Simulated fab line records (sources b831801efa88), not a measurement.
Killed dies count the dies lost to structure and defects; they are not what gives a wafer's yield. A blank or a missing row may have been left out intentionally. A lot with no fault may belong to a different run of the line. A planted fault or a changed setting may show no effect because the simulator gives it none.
The tool behind it: which one? | flow sfq line | 15 lots, 44 wafers sampled, at 2 steps of a route of 325

WHAT EACH GAUGE READ, for each wafer
SFQ_M0_RS_MEAS_904: the measuring method here is four-point-probe. Usual: M0_NB_RS 0.889 ohm/sq, standard deviation 0.013.
lot  | measured     | on            | M0_NB_RS (ohm/sq) | flag
L162 | day 5 07:39  | film metro-03 | 0.881 0.889 0.883 |
L163 | day 5 17:15  | film metro-01 | 0.878 0.898 0.885 |
L164 | day 5 23:43  | film metro-01 | 0.897 0.892 0.903 |
L165 | day 6 04:38  | film metro-04 | 0.896 0.906 0.924 |
L166 | day 6 07:27  | film metro-04 | 0.888 0.889 0.897 |
L167 | day 6 11:14  | film metro-03 | 0.809 0.887 0.881 |
L170 | day 7 13:17  | film metro-03 | 0.897 0.827 0.887 |
L172 | day 8 02:48  | film metro-04 | 0.823 0.891       |
L177 | day 9 04:23  | film metro-03 | 0.883 0.885 0.908 |
L178 | day 9 09:49  | film metro-04 | 0.882 0.889 0.882 |
L180 | day 9 23:01  | film metro-04 | 0.869 0.885 0.906 |
L182 | day 10 10:35 | film metro-01 | 0.871 0.890 0.880 |
L183 | day 10 16:23 | film metro-03 | 0.872 0.874 0.875 |
L184 | day 10 23:39 | film metro-01 | 0.924 0.919 0.895 |
L185 | day 11 06:49 | film metro-03 | 0.881 0.912 0.882 |

EACH LOT AND THE TOOL THAT RAN IT (in order: tool; ch and the chambers of the sampled wafers; start)
lot  | SFQ_TRILAYER_M0_DEP_SPUTTER_019
L162 | pvd sputter-06, day 5 07:32
L163 | pvd sputter-03, day 5 17:08
L164 | pvd sputter-03, day 5 23:38
L165 | pvd sputter-05, day 6 04:32
L166 | pvd sputter-03, day 6 07:22
L167 | pvd sputter-03, day 6 11:08
L170 | pvd sputter-03, day 7 13:09
L172 | pvd sputter-03, day 8 02:43
L177 | pvd sputter-05, day 9 04:18
L178 | pvd sputter-06, day 9 09:42
L180 | pvd sputter-05, day 9 22:55
L182 | pvd sputter-06, day 10 10:28
L183 | pvd sputter-05, day 10 16:18
L184 | pvd sputter-05, day 10 23:30
L185 | pvd sputter-05, day 11 06:42
- SFQ_TRILAYER_M0_DEP_SPUTTER_019: material Nb, target thk 200 nm, time 133.3 s.

WHAT THE TOOLS THEMSELVES READ (means of the sampled wafers that have a number; where no wafer has one, the mark that the record gives instead)
SFQ_TRILAYER_M0_DEP_SPUTTER_019. Usual: throttle valve pct reads 30.0 % (standard deviation 0.83).
lot  | tool           | throttle valve pct (%) | flag
L162 | pvd sputter-06 | 30.1                   |
L163 | pvd sputter-03 | 29.9                   |
L164 | pvd sputter-03 | 30.1                   |
L165 | pvd sputter-05 | 29.6                   |
L166 | pvd sputter-03 | 29.8                   |
L167 | pvd sputter-03 | 29.8                   |
L170 | pvd sputter-03 | 29.7                   |
L172 | pvd sputter-03 | 29.8                   |
L177 | pvd sputter-05 | 30.9                   |
L178 | pvd sputter-06 | 30.0                   |
L180 | pvd sputter-05 | 29.7                   |
L182 | pvd sputter-06 | 30.3                   |
L183 | pvd sputter-05 | 29.2                   |
L184 | pvd sputter-05 | 30.7                   |
L185 | pvd sputter-05 | 30.6                   |

THE ANSWER, worked out from the rows above alone
Rule: take the mean of a lot's wafers that have a number; if it is more than 3 standard deviations from the usual mean, the lot is off. Also off: a lot with no number at a reading for which 4 or more lots have one. Any other lot the step has rows for is counted as sound. The gauges are gone through in route order, then the tools' own readings, and for those a lot's mean is taken as printed above. At the first step where some lot is off, the reading lying furthest off is the one used; lots without a number count as furthest.
No lot is off at any reading shown: from this, nothing can be told.

WHAT HAD BEEN PUT IN BY THE SIMULATOR
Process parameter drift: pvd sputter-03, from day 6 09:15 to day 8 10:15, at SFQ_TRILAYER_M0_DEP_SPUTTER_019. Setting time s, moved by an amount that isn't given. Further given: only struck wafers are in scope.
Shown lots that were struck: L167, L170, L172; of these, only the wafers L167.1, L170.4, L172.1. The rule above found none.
